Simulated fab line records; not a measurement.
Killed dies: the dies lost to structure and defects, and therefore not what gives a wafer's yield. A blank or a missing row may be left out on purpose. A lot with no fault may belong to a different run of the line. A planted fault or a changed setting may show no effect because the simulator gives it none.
Lot-split experiment :: flow gf180mcu :: route with 602 steps; 5 lots, 23 wafers read

THE SPLIT
At GF_V2_EXPOSE_11 (exposes mask Via2, target cd 260 nm), the setting dose mj was moved away from the recipe's 38 on 9 of the 23 wafers read, by -6.7% to +4.6%. The other wafers ran this setting at the recipe's value.

FROM THE SPLIT TO THE READING: what the file shows between them, 2 steps
- GF_V2_PEB_12: peb time 90 s
- GF_V2_DEVELOP_13: develop time 60 s

THE READING
cd nm, in nm, at GF_V2_CD_MEAS_14 (target cd 260 nm). Typical for fault-free wafers on this fab line: 260.2 nm, with standard deviation 1.4 nm.

wafer: L075.2
tool, chamber at the split: krf scanner-01, 0
dose mj as run: 38
against the recipe: recipe
cd nm, nm: 260.8
against lot-mates on the recipe: -

wafer: L075.3
tool, chamber at the split: krf scanner-01, 0
dose mj as run: 38
against the recipe: recipe
cd nm, nm: 260.4
against lot-mates on the recipe: -

wafer: L075.4
tool, chamber at the split: krf scanner-01, 0
dose mj as run: 38
against the recipe: recipe
cd nm, nm: 261.0
against lot-mates on the recipe: -

wafer: L077.1
tool, chamber at the split: krf scanner-02, 0
dose mj as run: 38
against the recipe: recipe
cd nm, nm: 260.8
against lot-mates on the recipe: -

wafer: L077.2
tool, chamber at the split: krf scanner-02, 0
dose mj as run: 38
against the recipe: recipe
cd nm, nm: 259.9
against lot-mates on the recipe: -

wafer: L077.3
tool, chamber at the split: krf scanner-02, 0
dose mj as run: 39.76
against the recipe: +4.6%
cd nm, nm: 267.7
against lot-mates on the recipe: +7.5

wafer: L077.4
tool, chamber at the split: krf scanner-02, 0
dose mj as run: 38
against the recipe: recipe
cd nm, nm: 260.0
against lot-mates on the recipe: -

wafer: L077.6
tool, chamber at the split: krf scanner-02, 0
dose mj as run: 39.76
against the recipe: +4.6%
cd nm, nm: 267.0
against lot-mates on the recipe: +6.8

wafer: L080.2
tool, chamber at the split: krf scanner-02, 0
dose mj as run: 39.29
against the recipe: +3.4%
cd nm, nm: 266.9
against lot-mates on the recipe: +5.0

wafer: L080.3
tool, chamber at the split: krf scanner-02, 0
dose mj as run: 39.29
against the recipe: +3.4%
cd nm, nm: 266.4
against lot-mates on the recipe: +4.5

wafer: L080.4
tool, chamber at the split: krf scanner-02, 0
dose mj as run: 39.29
against the recipe: +3.4%
cd nm, nm: 266.8
against lot-mates on the recipe: +4.9

wafer: L080.5
tool, chamber at the split: krf scanner-02, 0
dose mj as run: 38
against the recipe: recipe
cd nm, nm: 262.1
against lot-mates on the recipe: -

wafer: L080.6
tool, chamber at the split: krf scanner-02, 0
dose mj as run: 38
against the recipe: recipe
cd nm, nm: 261.6
against lot-mates on the recipe: -

wafer: L081.1
tool, chamber at the split: krf scanner-02, 0
dose mj as run: 38
against the recipe: recipe
cd nm, nm: 258.4
against lot-mates on the recipe: -

wafer: L081.2
tool, chamber at the split: krf scanner-02, 0
dose mj as run: 36.38
against the recipe: -4.3%
cd nm, nm: 251.8
against lot-mates on the recipe: -6.7

wafer: L081.3
tool, chamber at the split: krf scanner-02, 0
dose mj as run: 36.38
against the recipe: -4.3%
cd nm, nm: 251.9
against lot-mates on the recipe: -6.6

wafer: L081.5
tool, chamber at the split: krf scanner-02, 0
dose mj as run: 38
against the recipe: recipe
cd nm, nm: 257.9
against lot-mates on the recipe: -

wafer: L081.6
tool, chamber at the split: krf scanner-02, 0
dose mj as run: 38
against the recipe: recipe
cd nm, nm: 259.1
against lot-mates on the recipe: -

wafer: L082.2
tool, chamber at the split: krf scanner-02, 0
dose mj as run: 38
against the recipe: recipe
cd nm, nm: 259.5
against lot-mates on the recipe: -

wafer: L082.3
tool, chamber at the split: krf scanner-02, 0
dose mj as run: 35.44
against the recipe: -6.7%
cd nm, nm: 247.8
against lot-mates on the recipe: -11.9

wafer: L082.4
tool, chamber at the split: krf scanner-02, 0
dose mj as run: 35.44
against the recipe: -6.7%
cd nm, nm: 248.8
against lot-mates on the recipe: -10.9

wafer: L082.5
tool, chamber at the split: krf scanner-02, 0
dose mj as run: 38
against the recipe: recipe
cd nm, nm: 259.3
against lot-mates on the recipe: -

wafer: L082.6
tool, chamber at the split: krf scanner-02, 0
dose mj as run: 38
against the recipe: recipe
cd nm, nm: 260.3
against lot-mates on the recipe: -

THE FIT
A straight line over all 23 wafers: cd nm changes by +1.78 nm for each +1% of dose mj; r = +0.98; the points scatter about the line by 1 nm.
The same after taking each lot's own level away (the mean of its wafers on the recipe; 23 wafers): +1.59 nm for each +1%; r = +1.00; scatter 0.47 nm.
On that fit, the largest move of dose mj shifts the reading by 11 nm.
Across the lots, their own levels run from 258.47 to 261.85 nm, a range of 2.4 times the standard deviation given above.
So the slope is not independent of the lot-to-lot level: the two fits are not the same.
Check: -10.5 nm against its lot-mates is what the line predicts for one of the wafers moved furthest among these (-6.7%) when that wafer is left out of the fit. Against them it came out at -11.9 nm.

FURTHER SPLITS ON THESE WAFERS
Before the reading, these wafers also passed through other splits. Each is held against what the fit with the lots' levels taken away leaves over:
other split on the same wafers: GF_M1_METAL_ETCH_16 time s
wafers away from the commonest value: 11
r with cd nm (lot level and that fit taken away): +0.38

other split on the same wafers: GF_V1_DEVELOP_13 develop time s
wafers away from the commonest value: 8
r with cd nm (lot level and that fit taken away): -0.06

other split on the same wafers: GF_M2_SPUTTER_01 time s
wafers away from the commonest value: 4
r with cd nm (lot level and that fit taken away): +0.07

other split on the same wafers: GF_M2_SPUTTER_04 time s
wafers away from the commonest value: 6
r with cd nm (lot level and that fit taken away): +0.24

other split on the same wafers: GF_M2_METAL_ETCH_16 icp w
wafers away from the commonest value: 10
r with cd nm (lot level and that fit taken away): +0.04

THE WHOLE CHAIN: every reading that the file lists as answering this split, in the file's order
step: GF_V2_CD_MEAS_14
what it does: target cd 260 nm
reading: cd nm
change (the file's fit): +1.6 nm for each +1% of the setting
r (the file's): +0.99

step: GF_V2_ETCH_16
what it does: etches BARC in N2/H2
reading: V2.cd nm (the simulator's own value, which no gauge read)
change (the file's fit): +1.57 nm for each +1% of the setting
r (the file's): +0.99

THE FILE'S OWN FIT
cd nm changes by +1.6 nm for each +1% of dose mj, r = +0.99.
